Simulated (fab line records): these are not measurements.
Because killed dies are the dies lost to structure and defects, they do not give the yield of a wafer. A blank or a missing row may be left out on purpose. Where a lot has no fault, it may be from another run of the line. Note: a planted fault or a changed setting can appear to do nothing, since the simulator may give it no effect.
Which tool was responsible?	flow sky130	39 wafers from 14 lots sampled at 4 of the route's 708 steps

WHAT THE GAUGES READ, wafer by wafer
SKY_RES_XHIGH_TW_MEAS_09. Usual: RES_XHIGH_TW 1628, standard deviation 19.
lot	measured	on	RES_XHIGH_TW	flag
L852	day 27 04:37	film_metro-02	1637 1642 1630	
L851	day 27 07:09	film_metro-01	1617 1605 1610	
L854	day 28 11:27	film_metro-02	1635 1632 1628	
L855	day 28 12:03	film_metro-04	1650 1654 1651	
L857	day 29 20:18	film_metro-01	1607 1609 1610	
L860	day 30 15:20	film_metro-04	1647 1647 1655	
L859	day 30 18:10	film_metro-01	1623 1614 1619	
L862	day 30 21:33	film_metro-04	1655 1651 1646	
L861	day 30 23:23	film_metro-01	1608 1611 1617	
L863	day 30 23:43	film_metro-01	1604 1626 1621	
L869	day 32 22:41	film_metro-04	1560 1654	
L871	day 33 10:46	film_metro-02	1638 1542	
L874	day 34 04:19	film_metro-01	1606 1608 1604	
L873	day 34 05:33	film_metro-02	1542 1632	

SKY_SD_N_RS_MEAS_18: uses a four-point probe to measure. Usual: RES_XHIGH_RS 333.2 ohm/sq, standard deviation 1.1.
lot	measured	on	RES_XHIGH_RS (ohm/sq)	flag
L852	day 28 10:37	film_metro-01	333.5 333.6 333.5	
L851	day 28 13:26	film_metro-02	332.3 330.7 333.6	
L854	day 29 16:22	film_metro-01	333.4 333.2 333.6	
L855	day 29 16:35	film_metro-04	334.7 333.2 333.2	
L857	day 31 01:59	film_metro-01	334.6 335.4 336.2	
L860	day 31 18:49	film_metro-04	333.6 333.2 333.2	
L859	day 31 22:31	film_metro-02	333.5 333.0 333.4	
L862	day 32 01:20	film_metro-04	332.6 334.1 333.0	
L861	day 32 04:19	film_metro-04	333.1 332.4 332.3	
L863	day 32 04:58	film_metro-04	332.8 330.8 333.4	
L869	day 34 02:29	film_metro-02	388.2 332.6	OFF
L871	day 34 15:10	film_metro-04	333.1 389.5	OFF
L874	day 35 07:01	film_metro-04	333.9 334.2 334.6	
L873	day 35 08:46	film_metro-04	387.8 332.5	OFF

WHAT TOOL EACH LOT RAN ON (gives the tool, then ch and the chambers of the sampled wafers, and finally the start)
lot	SKY_RES_XHIGH_IMPLANT_07	SKY_RES_XHIGH_STRIP_08
L852	implanter-02 ch 0, day 27 04:22	plasma_asher-03 ch 0,1, day 27 04:31
L851	implanter-03 ch 0, day 27 06:53	plasma_asher-03 ch 0,1, day 27 07:00
L854	implanter-01 ch 0, day 28 11:12	plasma_asher-02 ch 1, day 28 11:21
L855	implanter-03 ch 0, day 28 11:48	plasma_asher-03 ch 0, day 28 11:57
L857	implanter-01 ch 0, day 29 20:03	plasma_asher-03 ch 0,1, day 29 20:12
L860	implanter-01 ch 0, day 30 15:05	plasma_asher-01 ch 0,1, day 30 15:14
L859	implanter-03 ch 0, day 30 17:57	plasma_asher-03 ch 0,1, day 30 18:05
L862	implanter-02 ch 0, day 30 21:18	plasma_asher-02 ch 1, day 30 21:27
L861	implanter-02 ch 0, day 30 23:08	plasma_asher-01 ch 0,1, day 30 23:17
L863	implanter-03 ch 0, day 30 23:26	plasma_asher-01 ch 0,1, day 30 23:35
L869	implanter-03 ch 0, day 32 22:29	plasma_asher-01 ch 0,1, day 32 22:35
L871	implanter-03 ch 0, day 33 10:31	plasma_asher-02 ch 0,1, day 33 10:40
L874	implanter-01 ch 0, day 34 04:04	plasma_asher-02 ch 0, day 34 04:13
L873	implanter-03 ch 0, day 34 05:20	plasma_asher-03 ch 0,1, day 34 05:27
- SKY_RES_XHIGH_IMPLANT_07
- SKY_RES_XHIGH_STRIP_08: strips in O2/N2.

WHAT THE TOOLS THEMSELVES READ (means of the sampled wafers that have a number; where no wafer has one, the mark that the record gives instead)
SKY_RES_XHIGH_IMPLANT_07. Usual: beam_on_s 42.0 s, standard deviation 0.89; faraday_current_uA 483, standard deviation 10.
lot	tool	beam_on_s (s)	faraday_current_uA	flag
L852	implanter-02	42.0	482	
L851	implanter-03	41.3	492	
L854	implanter-01	42.9	475	
L855	implanter-03	41.8	486	
L857	implanter-01	42.7	475	
L860	implanter-01	42.7	475	
L859	implanter-03	41.4	492	
L862	implanter-02	42.0	484	
L861	implanter-02	41.5	489	
L863	implanter-03	42.1	484	
L869	implanter-03	37.7	544	OFF
L871	implanter-03	38.1	539	OFF
L874	implanter-01	42.3	480	
L873	implanter-03	38.3	536	OFF

SKY_RES_XHIGH_STRIP_08. Usual: drypump_motor_current_A 5.64 A, standard deviation 0.24; n2_flow_sccm 300.0 sccm, standard deviation 0.89; oes_product_au 0.711 a.u., standard deviation 0.0044; strip_time_to_endpoint_s 14.26 s, standard deviation 0.042.
lot	tool	drypump_motor_current_A (A)	n2_flow_sccm (sccm)	oes_product_au (a.u.)	strip_time_to_endpoint_s (s)	flag
L852	plasma_asher-03	5.75	299.9	0.707	14.30	
L851	plasma_asher-03	5.74	300.5	0.713	14.24	
L854	plasma_asher-02	5.49	299.5	0.712	14.31	
L855	plasma_asher-03	6.05	300.0	0.714	14.27	
L857	plasma_asher-03	5.90	300.2	0.711	14.27	
L860	plasma_asher-01	5.79	300.5	0.709	14.26	
L859	plasma_asher-03	5.90	300.2	0.710	14.24	
L862	plasma_asher-02	5.48	300.2	0.713	14.23	
L861	plasma_asher-01	5.77	300.5	0.714	14.29	
L863	plasma_asher-01	5.82	299.9	0.708	14.33	
L869	plasma_asher-01	5.82	300.9	0.711	14.21	
L871	plasma_asher-02	5.42	300.4	0.713	14.16	
L874	plasma_asher-02	5.35	301.5	0.710	14.21	
L873	plasma_asher-03	5.80	299.9	0.714	14.21	

THE ANSWER, worked out from the rows above alone
Rule: take the mean of a lot's wafers that have a number; if it is more than 3 standard deviations from the usual mean, the lot is off. A lot without any number at a reading at which 4 lots or more have one is off too. The other lots that the step has rows for count as sound. The gauges are gone through in route order, then the tools' own readings, and for those a lot's mean is taken as printed above. At the first step where some lot is off, the reading lying furthest off is the one used; lots without a number count as furthest.
Off: at SKY_SD_N_RS_MEAS_18 (RES_XHIGH_RS), L869, L871, L873.
If a tool, at a process step before that reading, ran all the lots that are off and no sound lot after the first of them, it fits. The gauges at SKY_SD_N_RS_MEAS_18 aren't tried: what is off there is off at SKY_RES_XHIGH_IMPLANT_07 too, on other tools, and a gauge's error can't cause that. One candidate fits, namely implanter-03 at SKY_RES_XHIGH_IMPLANT_07. A fault onset in the window from L863 (day 30 23:26, its last sound lot) to L869 (day 32 22:29, its first lot off) fits.
The tool's own readings at SKY_RES_XHIGH_IMPLANT_07 bear it out: on the lots that are off they differ by more than 5 times the standard deviation of the sound lots' means. beam_on_s reads 38.0 s there against 42.1 s on the sound lots; faraday_current_uA reads 540 there against 483 on the sound lots.

WHAT THE SIMULATOR HAD INSERTED
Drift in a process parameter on implanter-03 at SKY_RES_XHIGH_IMPLANT_07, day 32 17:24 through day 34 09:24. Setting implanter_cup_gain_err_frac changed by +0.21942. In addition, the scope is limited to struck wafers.
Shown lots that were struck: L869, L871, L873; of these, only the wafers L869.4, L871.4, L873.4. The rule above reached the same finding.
